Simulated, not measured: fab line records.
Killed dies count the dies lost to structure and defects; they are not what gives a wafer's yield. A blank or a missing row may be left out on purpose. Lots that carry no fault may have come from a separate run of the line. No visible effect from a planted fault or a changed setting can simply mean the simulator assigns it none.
The tool behind it: which one? || flow gf180mcu || 14 lots, 42 wafers sampled, at 3 steps of a route of 602

## WHAT THE GAUGES SHOWED, per wafer
GF_POLY_GATE_OVL_MEAS_11.
{"lot": "L232", "measured": "day 9 15:32", "on": "overlay-01", "POLY_GATE_OVL (nm)": "-16 -15 -13"}
{"lot": "L233", "measured": "day 9 17:20", "on": "overlay-01", "POLY_GATE_OVL (nm)": "-4 -12 -7"}
{"lot": "L235", "measured": "day 10 07:41", "on": "overlay-01", "POLY_GATE_OVL (nm)": "-7 0 0"}
{"lot": "L237", "measured": "day 10 15:38", "on": "overlay-01", "POLY_GATE_OVL (nm)": "11 11 3"}
{"lot": "L241", "measured": "day 12 06:28", "on": "overlay-01", "POLY_GATE_OVL (nm)": "-8 -2 -11"}
{"lot": "L242", "measured": "day 12 09:44", "on": "overlay-02", "POLY_GATE_OVL (nm)": "6 5 3"}
{"lot": "L244", "measured": "day 12 21:42", "on": "overlay-02", "POLY_GATE_OVL (nm)": "-3 -6 3"}
{"lot": "L246", "measured": "day 13 12:16", "on": "overlay-02", "POLY_GATE_OVL (nm)": "2 3 -4"}
{"lot": "L247", "measured": "day 13 14:58", "on": "overlay-01", "POLY_GATE_OVL (nm)": "3 1 -1"}
{"lot": "L249", "measured": "day 14 04:50", "on": "overlay-01", "POLY_GATE_OVL (nm)": "2 -6 1"}
{"lot": "L250", "measured": "day 14 10:50", "on": "overlay-01", "POLY_GATE_OVL (nm)": "-2 5 -2"}
{"lot": "L253", "measured": "day 15 12:51", "on": "overlay-02", "POLY_GATE_OVL (nm)": "-10 -7 -12"}
{"lot": "L254", "measured": "day 15 20:32", "on": "overlay-02", "POLY_GATE_OVL (nm)": "2 10 1"}
{"lot": "L255", "measured": "day 16 00:44", "on": "overlay-01", "POLY_GATE_OVL (nm)": "14 11 13"}

GF_HV_LDD_CD_MEAS_07: the cd target is 400 nm.
{"lot": "L232", "measured": "day 10 10:58", "on": "cdSem-02", "cdNm (nm)": "399.9 401.3 399.6"}
{"lot": "L233", "measured": "day 10 12:20", "on": "cdSem-01", "cdNm (nm)": "396.0 395.0 397.4"}
{"lot": "L235", "measured": "day 11 03:48", "on": "cdSem-01", "cdNm (nm)": "398.4 400.3 400.3"}
{"lot": "L237", "measured": "day 11 11:37", "on": "cdSem-02", "cdNm (nm)": "399.3 400.1 399.4"}
{"lot": "L241", "measured": "day 13 05:37", "on": "cdSem-02", "cdNm (nm)": "399.9 399.6 398.7"}
{"lot": "L242", "measured": "day 13 07:01", "on": "cdSem-01", "cdNm (nm)": "404.4 404.7 402.3"}
{"lot": "L244", "measured": "day 13 19:56", "on": "cdSem-02", "cdNm (nm)": "401.8 399.6 401.6"}
{"lot": "L246", "measured": "day 14 10:35", "on": "cdSem-01", "cdNm (nm)": "399.7 401.3 402.1"}
{"lot": "L247", "measured": "day 14 13:27", "on": "cdSem-01", "cdNm (nm)": "403.3 402.5 401.5"}
{"lot": "L249", "measured": "day 15 04:20", "on": "cdSem-02", "cdNm (nm)": "400.1 400.7 400.8"}
{"lot": "L250", "measured": "day 15 11:15", "on": "cdSem-02", "cdNm (nm)": "399.2 399.7 397.5"}
{"lot": "L253", "measured": "day 16 12:04", "on": "cdSem-01", "cdNm (nm)": "401.5 400.8 399.4"}
{"lot": "L254", "measured": "day 16 20:11", "on": "cdSem-02", "cdNm (nm)": "400.7 402.2 400.2"}
{"lot": "L255", "measured": "day 17 02:05", "on": "cdSem-01", "cdNm (nm)": "399.6 401.1 403.4"}

## WHAT TOOL EACH LOT RAN ON (gives the tool, then ch and the chambers of the sampled wafers, and finally the start)
{"lot": "L232", "GF_VT_IMPLANT_RTA_45": "rtpAnneal-01 ch 0, day 8 00:32"}
{"lot": "L233", "GF_VT_IMPLANT_RTA_45": "rtpAnneal-01 ch 0, day 8 01:05"}
{"lot": "L235", "GF_VT_IMPLANT_RTA_45": "rtpAnneal-02 ch 0, day 8 15:29"}
{"lot": "L237", "GF_VT_IMPLANT_RTA_45": "rtpAnneal-01 ch 0, day 8 23:22"}
{"lot": "L241", "GF_VT_IMPLANT_RTA_45": "rtpAnneal-01 ch 0, day 10 09:49"}
{"lot": "L242", "GF_VT_IMPLANT_RTA_45": "rtpAnneal-02 ch 0, day 10 10:08"}
{"lot": "L244", "GF_VT_IMPLANT_RTA_45": "rtpAnneal-01 ch 0, day 11 01:19"}
{"lot": "L246", "GF_VT_IMPLANT_RTA_45": "rtpAnneal-02 ch 0, day 11 15:04"}
{"lot": "L247", "GF_VT_IMPLANT_RTA_45": "rtpAnneal-01 ch 0, day 11 17:45"}
{"lot": "L249", "GF_VT_IMPLANT_RTA_45": "rtpAnneal-01 ch 0, day 12 05:50"}
{"lot": "L250", "GF_VT_IMPLANT_RTA_45": "rtpAnneal-01 ch 0, day 12 13:43"}
{"lot": "L253", "GF_VT_IMPLANT_RTA_45": "rtpAnneal-01 ch 0, day 13 12:14"}
{"lot": "L254", "GF_VT_IMPLANT_RTA_45": "rtpAnneal-02 ch 0, day 13 19:26"}
{"lot": "L255", "GF_VT_IMPLANT_RTA_45": "rtpAnneal-02 ch 0, day 14 00:55"}
- GF_VT_IMPLANT_RTA_45: time 30 s.

## WHAT THE TOOLS THEMSELVES READ (means of the sampled wafers that have a number; where no wafer has one, the mark that the record gives instead)
GF_VT_IMPLANT_RTA_45.
{"lot": "L232", "tool": "rtpAnneal-01", "lampPowerPct (%)": 27, "wafer_temp_C_max": 1056.1}
{"lot": "L233", "tool": "rtpAnneal-01", "lampPowerPct (%)": 27, "wafer_temp_C_max": 1054.2}
{"lot": "L235", "tool": "rtpAnneal-02", "lampPowerPct (%)": 35, "wafer_temp_C_max": 1057.2}
{"lot": "L237", "tool": "rtpAnneal-01", "lampPowerPct (%)": 27, "wafer_temp_C_max": 1055.1}
{"lot": "L241", "tool": "rtpAnneal-01", "lampPowerPct (%)": 27, "wafer_temp_C_max": 1054.5}
{"lot": "L242", "tool": "rtpAnneal-02", "lampPowerPct (%)": 35, "wafer_temp_C_max": 1058.0}
{"lot": "L244", "tool": "rtpAnneal-01", "lampPowerPct (%)": 27, "wafer_temp_C_max": 1054.1}
{"lot": "L246", "tool": "rtpAnneal-02", "lampPowerPct (%)": 35, "wafer_temp_C_max": 1056.6}
{"lot": "L247", "tool": "rtpAnneal-01", "lampPowerPct (%)": 27, "wafer_temp_C_max": 1055.5}
{"lot": "L249", "tool": "rtpAnneal-01", "lampPowerPct (%)": 27, "wafer_temp_C_max": 1055.3}
{"lot": "L250", "tool": "rtpAnneal-01", "lampPowerPct (%)": 27, "wafer_temp_C_max": 1053.8}
{"lot": "L253", "tool": "rtpAnneal-01", "lampPowerPct (%)": 27, "wafer_temp_C_max": 1055.3}
{"lot": "L254", "tool": "rtpAnneal-02", "lampPowerPct (%)": 35, "wafer_temp_C_max": 1057.8}
{"lot": "L255", "tool": "rtpAnneal-02", "lampPowerPct (%)": 35, "wafer_temp_C_max": 1055.2}

## THE ANSWER, worked out from the rows above alone
Rule: the usual values come from the lots themselves. The widest of any qualifying gaps counts: lots, ordered by their means at a reading, are off when they make up no more than a third of the lots, leave a main group of 4 or more, and stand apart from it by 3 or more times the standard deviation of that group's means. A main group whose means are all the same, to the digits that the tables above print for the reading, isn't used. Also off: a lot with no number at a reading for which 4 or more lots have one. Where the step has rows for the other lots, those lots are counted as sound. First the gauges in route order, then the tools' own readings, where a lot's mean is used as printed above. The first step at which some lot is off is used, and at that step the reading that is off furthest; a lot without a number counts as furthest.
Nothing can be told from this: no lot is off at any reading shown.

## WHAT THE SIMULATOR PUT IN
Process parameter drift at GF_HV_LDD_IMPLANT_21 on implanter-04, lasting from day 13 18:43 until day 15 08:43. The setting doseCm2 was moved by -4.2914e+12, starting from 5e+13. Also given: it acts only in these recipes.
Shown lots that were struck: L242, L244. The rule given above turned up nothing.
